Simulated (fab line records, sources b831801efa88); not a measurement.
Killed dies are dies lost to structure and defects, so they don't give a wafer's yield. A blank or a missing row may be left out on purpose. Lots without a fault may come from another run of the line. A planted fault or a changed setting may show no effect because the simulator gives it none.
fab line records | flow sky130
record lots=6 wafers=18 last_day=50
route steps=708 shown GATE_OXIDE@190 PAD_OPEN@708
lots that met no fault: from a run of the same line without faults
start_h: hours from the record's first day to the start of the lot's first wafer shown | wait_h: hours since the lot's step before | " the same as in the row above | L1.1+2: a row that stands for several wafers | - no value, or no start given | * or withheld: withheld | < > ~ a bound
route shown NAME@n: a module of which the file shows steps, and the number in the route of the first | usual: mean/standard deviation of fault-free wafers | same: alike in all rows | chamber/n: place in a boat | sites: the reading at each site | _std_site: their standard deviation | _edge_site: outer sites' mean less inner sites' | radius_mm: how far each site lies from the wafer's centre | mask NAME#n: copy n | behind: the tool/chamber that last shaped the wafer | hold: why the lot was held/for how many hours/how that ended | device: the transistor (n, p or np) that didn't switch | end of line: the same wafers' tests at the end of the route | a step without rows: its recipe alone | killed: dies lost to structure and defects at the first sort, not the wafer's yield | map: a wafer's dies, x killed, . not, _ none there
set.NAME: the setting as run; set.NAME@STEP: as run at that earlier step | model.NAME: the simulator's own value behind a step, which no gauge read
lots at some steps of the route; a table a step, a row a wafer
services: from which hour (start_h, from the record's first day; less than 0 if before it) a tool's chamber was out of use, for how many hours, and why
## steps
# step SKY_GATE_OXIDE_DEHYDRATE_03
# recipe temp_c=200 time_s=60
# step SKY_GATE_OXIDE_HMDS_04
# recipe prime_time_s=60 prime_temp_c=120
# step SKY_GATE_OXIDE_COAT_05
# recipe resist=NOVOLAK spin_rpm=3030 resist_thk_nm=1140
# step SKY_GATE_OXIDE_SOFTBAKE_06
# recipe temp_c=90 time_s=60 resist=NOVOLAK
# step SKY_GATE_OXIDE_EXPOSE_07
# recipe mask_id=LVOM na=0.6 source_shape=conventional sigma_outer=0.6 polarization=unpolarized target_cd_nm=600 dose_mj=170
# step SKY_GATE_OXIDE_PEB_08
# recipe temp_c=withheld time_s=* resist=NOVOLAK
# step SKY_GATE_OXIDE_DEVELOP_09
# recipe resist=NOVOLAK developer=TMAH develop_time_s=60 dev_temp_c=23
# step SKY_GATE_OXIDE_OVL_MEAS_10
# usual GATE_OXIDE_OVL=-1.1/1.4
# columns lot.wafer tool chamber start_h wait_h GATE_OXIDE_OVL[nm]
L832.3 overlay-01 - 324.23 0.1 -0.3
L832.4 " - " " -2.4
L832.6 " - " " -1.8
L836.4 overlay-02 - 364.64 0.1 -1.4
L836.5 " - " " 0.8
L836.6 " - " " 1.3
L841.1 overlay-01 - 407.12 0.1 -4.0
L841.2 " - " " -2.3
L841.4 " - " " -2.0
L842.2 overlay-01 - 408.83 0.1 -1.1
L842.3 " - " " -0.6
L842.4 " - " " -0.8
L844.2 overlay-02 - 424.18 0.1 0.0
L844.3 " - " " -1.3
L844.4 " - " " 0.1
L851.1 overlay-02 - 482.52 0.1 -0.6
L851.3 " - " " -1.1
L851.5 " - " " -3.7
# step SKY_GATE_OXIDE_IMPLANT_11
# recipe species=B energy_kev=10 dose_cm2=2.6e+12 tilt_deg=withheld
# step SKY_GATE_OXIDE_WET_ETCH_12
# recipe chemistry=dHF target_depth_nm=16.8 dry=n2_spin target=SiO2 dilution=100:1 temp_c=25 time_s=336
# step SKY_GATE_OXIDE_STRIP_13
# recipe chemistry=O2/N2 power_w=1400 pressure_mtorr=1500 platen_temp_c=withheld o2_flow_sccm=3000 n2_flow_sccm=300 overash_fraction=0.5
# usual drypump_motor_current_A=5.9/0.35 oes_product_au=0.715/0.0039 strip_time_to_endpoint_s=14.11/0.044
# columns lot.wafer tool chamber start_h wait_h drypump_motor_current_A oes_product_au rf_hours_counter_h strip_time_to_endpoint_s
L832.3 plasma_asher-02 0 324.55 0.0 6.0 0.711 - 13.97
L832.4 " 1 " " 6.0 0.717 - 14.06
L832.6 " 1 " " 6.0 0.712 - 14.02
L836.4 plasma_asher-01 1 364.95 0.0 5.5 0.728 - 14.14
L836.5 " 1 " " 5.4 0.720 - 14.16
L836.6 " 0 " " 6.1 0.718 - 14.13
L841.1 plasma_asher-01 0 407.42 0.0 6.1 0.711 28 14.05
L841.2 " 1 " " 5.4 0.721 28 14.07
L841.4 " 0 " " 6.1 0.715 - 14.06
L842.2 plasma_asher-04 1 409.12 0.0 6.3 0.716 73 14.13
L842.3 " 0 " " 5.4 0.708 - 14.12
L842.4 " 1 " " 6.3 0.714 - 14.15
L844.2 plasma_asher-04 1 424.46 0.0 6.3 0.716 75 14.16
L844.3 " 0 " " 5.4 0.718 - 14.19
L844.4 " 1 " " 6.3 0.719 - 14.14
L851.1 plasma_asher-01 1 482.81 0.0 5.4 0.720 36 14.07
L851.3 " 0 " " 6.1 0.715 - 14.08
L851.5 " 0 " " 6.1 0.715 - 14.04
# step SKY_GATE_OXIDE_TW_MEAS_14
# usual GATE_OXIDE_TW=222.6/1.3
# columns lot.wafer tool chamber start_h wait_h GATE_OXIDE_TW
L832.3 film_metro-03 - 324.64 0.1 220.0
L832.4 " - " " 220.7
L832.6 " - " " 220.1
L836.4 film_metro-04 - 365.05 0.1 222.8
L836.5 " - " " 221.8
L836.6 " - " " 222.0
L841.1 film_metro-03 - 407.52 0.1 225.0
L841.2 " - " " 224.4
L841.4 " - " " 224.5
L842.2 film_metro-03 - 409.23 0.1 222.3
L842.3 " - " " 224.4
L842.4 " - " " 222.4
L844.2 film_metro-04 - 424.57 0.1 222.5
L844.3 " - " " 222.8
L844.4 " - " " 221.1
L851.1 film_metro-01 - 482.91 0.1 223.3
L851.3 " - " " 224.3
L851.5 " - " " 222.8
# step SKY_GATE_OXIDE_CLEAN_15
# recipe chemistry=SC1/SC2 mix=1:4:20 temp_c=70 time_s=150 dry=n2_spin
# usual bath_guard_temp_C=69.8/0.58 run_length_s=178/3.2
# columns lot.wafer tool chamber start_h wait_h bath_guard_temp_C run_length_s
L832.3 wet_bench-04 0 324.68 0.0 70.2 178
L832.4 " 0 " " 70.1 178
L832.6 " 0 " " 70.4 178
L836.4 wet_bench-01 3 365.08 0.0 69.7 177
L836.5 " 3 " " 69.7 177
L836.6 " 3 " " 69.8 177
L841.1 wet_bench-01 1 407.58 0.1 70.4 176
L841.2 " 1 " " 70.4 176
L841.4 " 1 " " 70.3 176
L842.2 wet_bench-04 1 409.28 0.0 70.2 215
L842.3 " 1 " " 70.1 215
L842.4 " 1 " " 70.0 215
L844.2 wet_bench-04 0 424.62 0.0 70.1 208
L844.3 " 0 " " 70.0 208
L844.4 " 0 " " 70.2 208
L851.1 wet_bench-02 1 482.97 0.1 70.9 176
L851.3 " 1 " " 70.8 176
L851.5 " 1 " " 70.8 176
# step SKY_GATE_OXIDE_OXIDATION_16
# recipe temp_c=800 ambient=O2 idle_temp_c=700 ramp_up_c_per_min=10 ramp_down_c_per_min=3 stabilise_s=600 purge_s=300 target_thk_a=35.7 ox_time_s=1967
# step SKY_PAD_OPEN_PROBE_99
# usual killed_at_M0_to_M3=43/6.6 killed_at_M4_up=3.4/1.8 killed_at_contacts=24/4.9 killed_at_front_end=15/4.1 killed_at_other=0.3/0.55 killed_dies=85/8.8 killed_open=46/6.1 killed_short=39/5.7
# same gross_dies=492 killed_at_back_side=0
# columns lot.wafer tool chamber start_h wait_h killed_at_M0_to_M3 killed_at_M4_up killed_at_contacts killed_at_front_end killed_at_other killed_dies killed_open killed_short
L836.4 prober-02 - 1120.13 0.2 40 3 24 17 0 84 44 37
L836.5 prober-02 - 1120.18 0.2 36 7 30 16 0 89 47 41
L836.6 prober-02 - 1120.23 0.2 46 6 18 18 0 88 46 42
L842.2 prober-02 - 1149.46 0.1 35 3 31 14 0 83 49 34
L844.2 prober-02 - 1155.25 0.1 49 3 26 11 0 89 50 39
L844.3 prober-02 - 1155.30 0.2 41 3 22 10 0 76 46 30
L844.4 prober-02 - 1155.35 0.2 38 1 27 12 0 78 37 41
# killed by level:class
L836.4 VIA1:geometric_particle:open=9 LI_CONTACT:geometric_particle:open=8 POLY_GATE:geometric_particle:open=7 FIELD_ISO:geometric_particle:short=5 VIA3:geometric_particle:short=5 CONTACT:geometric_particle:short=5 CONTACT:geometric_particle:open=5 VIA1:geometric_particle:short=4
L836.5 CONTACT:geometric_particle:open=17 VIA3:geometric_particle:open=7 METAL1:geometric_particle:short=6 LI_CONTACT:geometric_particle:open=6 FIELD_ISO:geometric_particle:short=5 POLY_GATE:geometric_particle:short=5 VIA1:geometric_particle:short=5 VIA2:geometric_particle:open=5
L836.6 VIA1:geometric_particle:open=17 CONTACT:geometric_particle:open=8 SPACER:geometric_particle:open=5 CONTACT:geometric_particle:short=5 METAL2:geometric_particle:short=5 FIELD_ISO:geometric_particle:short=4 POLY_GATE:geometric_particle:short=4 METAL1:geometric_particle:short=4
L842.2 VIA1:geometric_particle:open=12 CONTACT:geometric_particle:open=11 LI_CONTACT:geometric_particle:open=8 LOCAL_INTERCONNECT:geometric_particle:short=8 VIA2:geometric_particle:open=6 METAL1:geometric_particle:short=5 VIA3:geometric_particle:open=5 FIELD_ISO:geometric_particle:open=3
L844.2 VIA1:geometric_particle:open=16 CONTACT:geometric_particle:open=8 LI_CONTACT:geometric_particle:open=7 METAL2:geometric_particle:short=7 CONTACT:geometric_particle:short=6 VIA1:geometric_particle:short=5 VIA2:geometric_particle:open=5 VIA3:geometric_particle:open=4
L844.3 CONTACT:geometric_particle:open=13 VIA1:geometric_particle:open=8 VIA3:geometric_particle:open=7 METAL1:geometric_particle:short=6 VIA2:geometric_particle:open=5 VIA1:geometric_particle:short=5 METAL2:geometric_particle:short=4 CONTACT:geometric_particle:short=4
L844.4 LI_CONTACT:geometric_particle:open=7 FIELD_ISO:geometric_particle:short=6 CONTACT:geometric_particle:open=6 VIA1:geometric_particle:open=6 METAL2:geometric_particle:short=6 LOCAL_INTERCONNECT:geometric_particle:short=5 VIA2:geometric_particle:open=5 LI_CONTACT:geometric_particle:short=4
## services
# columns tool chamber start_h hours kind
plasma_asher-02 - 313.38 0.7 repair
plasma_asher-04 - 349.90 0.6 repair
wet_bench-02 - 352.23 103.7 pm
wet_bench-04 - 361.44 1.3 repair
plasma_asher-04 - 385.52 1.2 repair
wet_bench-04 - 413.20 2.8 repair
plasma_asher-02 - 421.25 9.0 pm
plasma_asher-02 0 421.25 9.0 vent_cycle
plasma_asher-02 1 421.25 9.0 vent_cycle
plasma_asher-02 0 430.25 - clean
plasma_asher-02 1 430.25 - clean
wet_bench-04 - 452.82 1.9 pm
plasma_asher-01 - 475.12 1.9 repair
## key
first_sign step=SKY_GATE_OXIDE_CLEAN_15 reading=run_length_s direction=up sigmas=10 usual=* struck=*
effect none on later readings
met_at SKY_GATE_OXIDE_CLEAN_15
struck_wafers L842.2,L842.3,L842.4,L844.2,L844.3,L844.4
tester_left_out L842,L844
onset_between 324.68 409.28
fault kind=process_parameter_drift tool=wet_bench-04 chamber=- onset_h=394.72 steps=SKY_GATE_OXIDE_CLEAN_15 channel=time_s offset=* shape=step end_h=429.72 acts_in=* stated=*
# tester_left_out: of these lots the tester's yield and bins aren't shown, on N5 and GAA mostly nor the transistor test; their killed dies are dies lost to structure and defects alone, not to doping, threshold or leakage, so they don't give the yield
